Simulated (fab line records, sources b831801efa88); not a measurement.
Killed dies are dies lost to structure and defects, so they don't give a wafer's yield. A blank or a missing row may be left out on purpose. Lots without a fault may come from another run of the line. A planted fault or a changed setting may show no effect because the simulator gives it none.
Which tool did it? | flow sky130 | 24 lots, 72 wafers sampled, at 6 steps of a route of 708

WHAT THE GAUGES READ, wafer by wafer
SKY_SD_P_TW_MEAS_11.
lot  | measured     | on            | SD_P_TW
L074 | day 26 07:25 | film_metro-03 | 2820 2813 2847
L075 | day 26 12:46 | film_metro-04 | 2866 2825 2848
L076 | day 27 00:53 | film_metro-03 | 2795 2801 2807
L077 | day 27 11:34 | film_metro-01 | 2812 2819 2803
L078 | day 27 17:52 | film_metro-01 | 2808 2806 2811
L079 | day 28 01:16 | film_metro-03 | 2805 2810 2809
L080 | day 28 09:47 | film_metro-04 | 2819 2833 2836
L081 | day 28 18:25 | film_metro-04 | 2833 2838 2840
L082 | day 29 05:29 | film_metro-01 | 2813 2810 2810
L083 | day 29 07:49 | film_metro-04 | 2860 2885 2873
L084 | day 29 17:04 | film_metro-03 | 2829 2792 2810
L085 | day 30 06:32 | film_metro-04 | 2850 2859 2841
L086 | day 30 07:07 | film_metro-04 | 2841 2845 2838
L087 | day 31 00:37 | film_metro-04 | 2851 2831 2833
L088 | day 31 03:30 | film_metro-04 | 2837 2834 2844
L089 | day 31 07:21 | film_metro-03 | 2798 2805 2819
L090 | day 31 14:13 | film_metro-03 | 2812 2798 2800
L091 | day 32 01:08 | film_metro-03 | 2808 2813 2813
L092 | day 32 13:53 | film_metro-04 | 2851 2853 2849
L093 | day 32 16:25 | film_metro-03 | 2812 2802 2814
L094 | day 32 19:19 | film_metro-04 | 2851 2844 2852
L095 | day 33 01:26 | film_metro-01 | 2846 2826 2844
L096 | day 33 14:58 | film_metro-03 | 2803 2808 2800
L097 | day 33 23:18 | film_metro-03 | 2813 2808 2800

SKY_LI_CONTACT_THK_MEAS_01.
lot  | measured     | on            | LI_CONTACT_HDPCVD_THK (nm)
L074 | day 28 18:21 | film_metro-03 | 928 941 922
L075 | day 29 00:42 | film_metro-01 | 926 933 935
L076 | day 29 12:34 | film_metro-03 | 937 960 942
L077 | day 29 22:05 | film_metro-03 | 930 937 927
L078 | day 30 06:37 | film_metro-03 | 935 932 926
L079 | day 30 11:35 | film_metro-04 | 932 954 923
L080 | day 30 19:43 | film_metro-04 | 934 917 938
L081 | day 31 04:35 | film_metro-04 | 955 937 942
L082 | day 31 14:51 | film_metro-03 | 915 926 926
L083 | day 31 16:35 | film_metro-04 | 929 947 942
L084 | day 32 01:45 | film_metro-03 | 931 942 923
L085 | day 32 16:31 | film_metro-03 | 951 942 933
L086 | day 32 16:49 | film_metro-01 | 933 939 945
L087 | day 33 08:03 | film_metro-04 | 910 918 918
L088 | day 33 10:51 | film_metro-01 | 930 926 936
L089 | day 33 15:53 | film_metro-03 | 930 943 939
L090 | day 33 21:42 | film_metro-04 | 942 938 933
L091 | day 34 09:26 | film_metro-04 | 939 938 931
L092 | day 34 21:57 | film_metro-01 | 919 923 916
L093 | day 34 23:46 | film_metro-01 | 929 921 930
L094 | day 35 02:41 | film_metro-04 | 938 939 933
L095 | day 35 09:02 | film_metro-04 | 930 932 929
L096 | day 35 21:56 | film_metro-03 | 911 932 928
L097 | day 36 06:07 | film_metro-03 | 933 933 938

SKY_LI_CONTACT_RS_MEAS_22: measures by four-point-probe.
lot  | measured     | on            | LI_CONTACT_W_RS (ohm/sq)
L074 | day 30 00:34 | film_metro-04 | 0.285 0.285 0.285
L075 | day 30 06:48 | film_metro-04 | 0.280 0.282 0.286
L076 | day 30 17:43 | film_metro-01 | 0.279 0.278 0.281
L077 | day 31 03:14 | film_metro-01 | 0.280 0.284 0.284
L078 | day 31 12:21 | film_metro-01 | 0.292 0.287 0.289
L079 | day 31 16:36 | film_metro-01 | 0.293 0.286 0.289
L080 | day 32 01:01 | film_metro-01 | 0.275 0.279 0.279
L081 | day 32 09:32 | film_metro-01 | 0.277 0.275 0.281
L082 | day 32 19:57 | film_metro-04 | 0.285 0.284 0.282
L083 | day 32 21:20 | film_metro-01 | 0.284 0.282 0.279
L084 | day 33 07:06 | film_metro-01 | 0.283 0.281 0.280
L085 | day 33 21:10 | film_metro-03 | 0.288 0.287 0.290
L086 | day 33 21:43 | film_metro-03 | 0.280 0.287 0.280
L087 | day 34 12:42 | film_metro-04 | 0.285 0.283 0.286
L088 | day 34 15:07 | film_metro-04 | 0.282 0.285 0.283
L089 | day 34 21:16 | film_metro-04 | 0.286 0.280 0.282
L090 | day 35 02:02 | film_metro-03 | 0.288 0.287 0.286
L091 | day 35 13:17 | film_metro-04 | 0.285 0.284 0.279
L092 | day 36 01:35 | film_metro-01 | 0.287 0.286 0.289
L093 | day 36 03:46 | film_metro-04 | 0.291 0.287 0.288
L094 | day 36 06:40 | film_metro-04 | 0.280 0.284 0.284
L095 | day 36 13:28 | film_metro-03 | 0.289 0.286 0.288
L096 | day 37 01:06 | film_metro-03 | 0.283 0.288 0.283
L097 | day 37 09:39 | film_metro-01 | 0.284 0.280 0.285

SKY_LI_CONTACT_THK_MEAS_23: measures by xrf.
lot  | measured     | on            | LI_CONTACT_W_THK (nm)
L074 | day 30 00:41 | film_metro-04 | 403 404 403
L075 | day 30 06:54 | film_metro-04 | 410 410 405
L076 | day 30 17:49 | film_metro-01 | 415 416 410
L077 | day 31 03:20 | film_metro-01 | 418 414 416
L078 | day 31 12:27 | film_metro-01 | 404 410 409
L079 | day 31 16:43 | film_metro-01 | 400 412 407
L080 | day 32 01:07 | film_metro-01 | 431 416 418
L081 | day 32 09:39 | film_metro-01 | 422 422 415
L082 | day 32 20:03 | film_metro-04 | 405 402 408
L083 | day 32 21:28 | film_metro-01 | 410 414 419
L084 | day 33 07:13 | film_metro-01 | 417 420 423
L085 | day 33 21:17 | film_metro-03 | 404 405 404
L086 | day 33 21:50 | film_metro-03 | 421 409 418
L087 | day 34 12:49 | film_metro-04 | 401 401 401
L088 | day 34 15:14 | film_metro-04 | 405 400 403
L089 | day 34 21:22 | film_metro-04 | 396 410 404
L090 | day 35 02:09 | film_metro-03 | 399 399 402
L091 | day 35 13:24 | film_metro-04 | 401 404 410
L092 | day 36 01:41 | film_metro-01 | 406 409 405
L093 | day 36 03:53 | film_metro-04 | 394 399 397
L094 | day 36 06:47 | film_metro-04 | 408 405 401
L095 | day 36 13:35 | film_metro-03 | 399 402 399
L096 | day 37 01:13 | film_metro-03 | 408 401 407
L097 | day 37 09:46 | film_metro-01 | 402 411 402

SKY_LOCAL_INTERCONNECT_OVL_MEAS_12.
lot  | measured     | on         | LOCAL_INTERCONNECT_OVL (nm)
L074 | day 31 05:32 | overlay-02 | -6 -7 -8
L075 | day 31 12:20 | overlay-02 | 9 2 15
L076 | day 31 21:52 | overlay-01 | 6 -1 6
L077 | day 32 07:26 | overlay-01 | 2 1 6
L078 | day 32 17:05 | overlay-02 | 8 0 6
L079 | day 32 20:53 | overlay-02 | 10 7 5
L080 | day 33 05:03 | overlay-02 | -8 -11 -9
L081 | day 33 14:23 | overlay-01 | 1 -1 2
L082 | day 33 23:59 | overlay-01 | 5 5 5
L083 | day 34 02:04 | overlay-01 | 1 -3 -4
L084 | day 34 10:46 | overlay-01 | 1 3 -5
L085 | day 35 00:50 | overlay-02 | -3 -2 1
L086 | day 35 01:41 | overlay-02 | 8 19 6
L087 | day 35 16:52 | overlay-01 | 0 7 0
L088 | day 35 18:55 | overlay-01 | 3 6 4
L089 | day 36 00:50 | overlay-02 | 5 0 7
L090 | day 36 04:47 | overlay-02 | -2 4 0
L091 | day 36 16:52 | overlay-02 | 8 4 -4
L092 | day 37 04:35 | overlay-01 | 5 4 10
L093 | day 37 06:47 | overlay-02 | -2 2 5
L094 | day 37 09:47 | overlay-02 | 6 3 8
L095 | day 37 16:49 | overlay-02 | 9 11 10
L096 | day 38 04:35 | overlay-01 | 13 4 8
L097 | day 38 13:41 | overlay-01 | -5 -2 -1

WHICH TOOL RAN EACH LOT (tool, then ch and the chambers of the sampled wafers, then the start)
lot  | SKY_LI_CONTACT_CMP_24
L074 | cmp-02 ch 0,1,2, day 30 00:44
L075 | cmp-01 ch 1,2, day 30 06:59
L076 | cmp-02 ch 0,1,3, day 30 17:55
L077 | cmp-01 ch 1,2, day 31 03:23
L078 | cmp-02 ch 0,3, day 31 12:29
L079 | cmp-02 ch 0,2,3, day 31 16:47
L080 | cmp-01 ch 0,1,2, day 32 01:14
L081 | cmp-01 ch 2,3, day 32 09:43
L082 | cmp-02 ch 1,2,3, day 32 20:08
L083 | cmp-01 ch 0,2,3, day 32 21:31
L084 | cmp-01 ch 0,1, day 33 07:19
L085 | cmp-02 ch 0,1,3, day 33 21:23
L086 | cmp-02 ch 1,2,3, day 33 21:57
L087 | cmp-02 ch 0,1,3, day 34 12:52
L088 | cmp-01 ch 1,2,3, day 34 15:23
L089 | cmp-01 ch 0,2, day 34 21:28
L090 | cmp-01 ch 0,1,3, day 35 02:19
L091 | cmp-01 ch 1,2,3, day 35 13:28
L092 | cmp-01 ch 0,1,2, day 36 01:50
L093 | cmp-01 ch 0,3, day 36 03:56
L094 | cmp-01 ch 0,1, day 36 06:50
L095 | cmp-02 ch 0,1,2, day 36 13:45
L096 | cmp-01 ch 1,2, day 37 01:20
L097 | cmp-01 ch 0,2,3, day 37 09:55
- SKY_LI_CONTACT_CMP_24: polishes, stops on PSG, t overpolish 20 s, target thk 0 nm.

WHAT THE TOOLS THEMSELVES READ (means of the sampled wafers that have a number; where no wafer has one, the mark that the record gives instead)
SKY_LI_CONTACT_CMP_24.
lot  | tool   | motor_current_A (A) | overpolish_run_s (s) | time_to_endpoint_s (s)
L074 | cmp-02 | 10.5                | 20.006               | 98
L075 | cmp-01 | 11.8                | 20.000               | 100
L076 | cmp-02 | 11.3                | 20.004               | 100
L077 | cmp-01 | 11.6                | 20.006               | 102
L078 | cmp-02 | 11.4                | 20.002               | 101
L079 | cmp-02 | 10.8                | 19.999               | 98
L080 | cmp-01 | 11.0                | 20.001               | 98
L081 | cmp-01 | 11.6                | 20.006               | 100
L082 | cmp-02 | 10.6                | 19.994               | 97
L083 | cmp-01 | 11.3                | 20.006               | 97
L084 | cmp-01 | 9.9                 | 20.000               | 97
L085 | cmp-02 | 11.2                | 20.008               | 97
L086 | cmp-02 | 10.7                | 19.998               | 96
L087 | cmp-02 | 11.1                | 20.006               | 97
L088 | cmp-01 | 11.3                | 20.004               | 98
L089 | cmp-01 | 11.6                | 19.997               | 96
L090 | cmp-01 | 10.4                | 20.000               | 93
L091 | cmp-01 | 11.4                | 20.002               | 96
L092 | cmp-01 | 10.9                | 19.993               | 91
L093 | cmp-01 | 10.4                | 20.002               | 88
L094 | cmp-01 | 10.2                | 19.995               | 95
L095 | cmp-02 | 10.9                | 20.010               | 98
L096 | cmp-01 | 11.3                | 19.999               | 99
L097 | cmp-01 | 11.3                | 19.999               | 101

THE ANSWER, worked out from the rows above alone
Rule: what is usual is taken from the lots themselves. Put in order of their means at a reading, lots are off if they are a third of the lots or fewer, leave a main group of 4 or more, and stand apart from it by a gap of 3 or more times the standard deviation of the main group's means; of several such gaps the widest counts. A main group whose means are all the same, to the digits that the tables above print for the reading, isn't used. A lot without any number at a reading at which 4 lots or more have one is off too. The other lots that the step has rows for count as sound. The gauges are gone through in route order, then the tools' own readings, and for those a lot's mean is taken as printed above. The first step at which some lot is off is used, and at that step the reading that is off furthest; a lot without a number counts as furthest.
No lot is off at any reading shown: from this, nothing can be told.

WHAT THE SIMULATOR HAD PUT IN
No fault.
